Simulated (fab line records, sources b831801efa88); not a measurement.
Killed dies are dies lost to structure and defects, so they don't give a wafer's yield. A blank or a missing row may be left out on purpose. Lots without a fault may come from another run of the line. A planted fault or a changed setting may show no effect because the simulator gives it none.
Which tool did it? | flow sky130 | 12 lots, 36 wafers sampled, at 6 steps of a route of 708

WHAT THE GAUGES READ, wafer by wafer
SKY_POLY_GATE_THK_MEAS_04.
lot  | measured     | on            | POLY_GATE_CVD_03_THK (nm)
L408 | day 15 05:25 | film_metro-04 | 74.9 74.7 74.7
L409 | day 15 13:31 | film_metro-03 | 75.4 75.5 75.3
L410 | day 15 20:23 | film_metro-04 | 75.6 75.0 74.9
L416 | day 18 03:21 | film_metro-02 | 74.8 74.9 75.0
L418 | day 18 17:34 | film_metro-02 | 73.6 73.9 74.0
L424 | day 21 07:01 | film_metro-02 | 75.1 74.7 74.9
L426 | day 22 02:55 | film_metro-04 | 74.9 75.3 74.9
L425 | day 22 05:19 | film_metro-04 | 75.4 75.3 75.1
L427 | day 22 14:40 | film_metro-03 | 74.5 74.7 74.7
L428 | day 22 16:02 | film_metro-02 | 74.8 75.6 75.5
L429 | day 23 01:27 | film_metro-04 | 74.4 74.6 74.4
L430 | day 23 06:11 | film_metro-04 | 75.4 75.2 75.2

SKY_SD_N_RS_MEAS_16: measures by four-point-probe.
lot  | measured     | on            | SD_N_RS (ohm/sq)
L408 | day 27 19:11 | film_metro-02 | 68.38 68.52 68.41
L409 | day 28 04:59 | film_metro-04 | 68.65 68.68 68.56
L410 | day 28 15:31 | film_metro-02 | 68.72 68.60 68.77
L416 | day 30 19:36 | film_metro-03 | 66.29 66.31 66.47
L418 | day 31 08:29 | film_metro-03 | 66.38 66.24 66.48
L424 | day 33 11:36 | film_metro-03 | 68.44 68.57 68.59
L426 | day 34 05:08 | film_metro-02 | 68.71 68.68 68.67
L425 | day 34 08:50 | film_metro-02 | 68.41 68.43 68.63
L427 | day 34 15:47 | film_metro-02 | 68.52 68.52 68.57
L428 | day 34 17:56 | film_metro-03 | 68.37 68.58 68.33
L429 | day 35 00:26 | film_metro-04 | 68.76 68.56 68.43
L430 | day 35 05:44 | film_metro-04 | 68.62 68.53 68.60

SKY_SD_N_RS_MEAS_17: measures by four-point-probe.
lot  | measured     | on            | SD_P_RS (ohm/sq)
L408 | day 27 19:19 | film_metro-02 | 146.7 147.1 146.7
L409 | day 28 05:06 | film_metro-04 | 147.2 146.9 146.7
L410 | day 28 15:38 | film_metro-02 | 147.6 147.5 146.9
L416 | day 30 19:43 | film_metro-03 | 137.0 136.7 136.7
L418 | day 31 08:37 | film_metro-03 | 136.8 136.5 137.0
L424 | day 33 11:43 | film_metro-03 | 146.7 146.8 146.4
L426 | day 34 05:15 | film_metro-02 | 147.3 147.2 147.3
L425 | day 34 08:57 | film_metro-02 | 146.7 146.4 147.0
L427 | day 34 15:55 | film_metro-02 | 147.3 147.6 147.1
L428 | day 34 18:04 | film_metro-03 | 146.7 146.8 147.0
L429 | day 35 00:34 | film_metro-04 | 146.9 147.4 146.8
L430 | day 35 05:51 | film_metro-04 | 147.6 147.2 147.2

SKY_CONTACT_THK_MEAS_26: measures by xrf.
lot  | measured     | on            | CONTACT_W_THK (nm)
L408 | day 31 12:49 | film_metro-03 | 349 351 347
L409 | day 31 21:33 | film_metro-03 | 346 343 344
L410 | day 32 08:48 | film_metro-01 | 339 334 342
L416 | day 34 09:55 | film_metro-03 | 357 349 356
L418 | day 34 21:27 | film_metro-03 | 350 351 348
L424 | day 37 00:32 | film_metro-03 | 354 354 354
L426 | day 37 15:49 | film_metro-04 | 345 345 347
L425 | day 37 20:22 | film_metro-03 | 355 356 354
L427 | day 38 03:57 | film_metro-04 | 347 346 350
L428 | day 38 06:07 | film_metro-03 | 357 342 345
L429 | day 38 09:34 | film_metro-04 | 343 350 341
L430 | day 38 16:48 | film_metro-03 | 349 354 354

WHICH TOOL RAN EACH LOT (tool, then ch and the chambers of the sampled wafers, then the start)
lot  | SKY_SD_N_RTA_14                  | SKY_CONTACT_CMP_04
L408 | rtp_anneal-01 ch 0, day 27 19:01 | cmp-02 ch 0,2,3, day 30 08:04
L409 | rtp_anneal-02 ch 0, day 28 04:48 | cmp-02 ch 1,3, day 30 16:30
L410 | rtp_anneal-01 ch 0, day 28 15:20 | cmp-02 ch 0,2, day 31 03:27
L416 | rtp_anneal-01 ch 0, day 30 19:25 | cmp-01 ch 0,1,2, day 33 05:53
L418 | rtp_anneal-01 ch 0, day 31 08:19 | cmp-02 ch 0,1,3, day 33 17:30
L424 | rtp_anneal-02 ch 0, day 33 11:25 | cmp-01 ch 1,2,3, day 35 21:26
L426 | rtp_anneal-02 ch 0, day 34 04:57 | cmp-01 ch 0,1, day 36 13:19
L425 | rtp_anneal-01 ch 0, day 34 08:39 | cmp-01 ch 0,1, day 36 17:34
L427 | rtp_anneal-02 ch 0, day 34 15:37 | cmp-02 ch 2,3, day 37 00:23
L428 | rtp_anneal-01 ch 0, day 34 17:46 | cmp-01 ch 1,2,3, day 37 02:48
L429 | rtp_anneal-02 ch 0, day 35 00:16 | cmp-02 ch 0,1,3, day 37 06:38
L430 | rtp_anneal-01 ch 0, day 35 05:34 | cmp-01 ch 1,2,3, day 37 13:08
- SKY_SD_N_RTA_14: time 2 s.
- SKY_CONTACT_CMP_04: polishes SiO2.

WHAT THE TOOLS THEMSELVES READ (means of the sampled wafers that have a number; where no wafer has one, the mark that the record gives instead)
SKY_SD_N_RTA_14.
lot  | tool          | chamber_o2_ppm | lamp_power_pct (%) | wafer_temp_C_max
L408 | rtp_anneal-01 | 1.974          | 15.78              | 1078.5
L409 | rtp_anneal-02 | 2.015          | 15.78              | 1079.0
L410 | rtp_anneal-01 | 2.036          | 15.76              | 1077.9
L416 | rtp_anneal-01 | 1.985          | 15.92              | 1088.9
L418 | rtp_anneal-01 | 1.977          | 15.91              | 1090.9
L424 | rtp_anneal-02 | 2.001          | 15.76              | 1078.4
L426 | rtp_anneal-02 | 1.998          | 15.75              | 1077.6
L425 | rtp_anneal-01 | 1.994          | 15.74              | 1077.6
L427 | rtp_anneal-02 | 2.016          | 15.73              | 1079.1
L428 | rtp_anneal-01 | 2.004          | 15.73              | 1077.9
L429 | rtp_anneal-02 | 2.012          | 15.70              | 1078.1
L430 | rtp_anneal-01 | 2.024          | 15.76              | 1079.4

SKY_CONTACT_CMP_04.
lot  | tool   | motor_current_A (A) | platen_rpm (rpm) | time_to_endpoint_s (s)
L408 | cmp-02 | 12.1                | 60.03            | 77
L409 | cmp-02 | 11.9                | 60.00            | 77
L410 | cmp-02 | 11.8                | 60.03            | 78
L416 | cmp-01 | 12.0                | 60.00            | 75
L418 | cmp-02 | 11.6                | 60.00            | 76
L424 | cmp-01 | 11.5                | 60.03            | 86
L426 | cmp-01 | 12.0                | 60.00            | 81
L425 | cmp-01 | 12.0                | 59.97            | 84
L427 | cmp-02 | 11.9                | 60.00            | 82
L428 | cmp-01 | 11.3                | 59.99            | 79
L429 | cmp-02 | 11.4                | 59.99            | 88
L430 | cmp-01 | 11.8                | 60.02            | 82

THE ANSWER, worked out from the rows above alone
Rule: what is usual is taken from the lots themselves. Put in order of their means at a reading, lots are off if they are a third of the lots or fewer, leave a main group of 4 or more, and stand apart from it by a gap of 3 or more times the standard deviation of the main group's means; of several such gaps the widest counts. A main group whose means are all the same, to the digits that the tables above print for the reading, isn't used. A lot without any number at a reading at which 4 lots or more have one is off too. The other lots that the step has rows for count as sound. The gauges are gone through in route order, then the tools' own readings, and for those a lot's mean is taken as printed above. The first step at which some lot is off is used, and at that step the reading that is off furthest; a lot without a number counts as furthest.
Off: L416, L418, at SKY_SD_N_RS_MEAS_16 (SD_N_RS). The main group: mean 68.56 ohm/sq, standard deviation 0.089.
A tool fits if, at a process step before that reading, it ran every lot that is off, and no sound lot after the first of them. The gauges at SKY_SD_N_RS_MEAS_16 aren't tried: what is off there is off at SKY_SD_N_RTA_14 too, on other tools, and a gauge's error can't cause that. None of those tried fits.

WHAT THE SIMULATOR HAD PUT IN
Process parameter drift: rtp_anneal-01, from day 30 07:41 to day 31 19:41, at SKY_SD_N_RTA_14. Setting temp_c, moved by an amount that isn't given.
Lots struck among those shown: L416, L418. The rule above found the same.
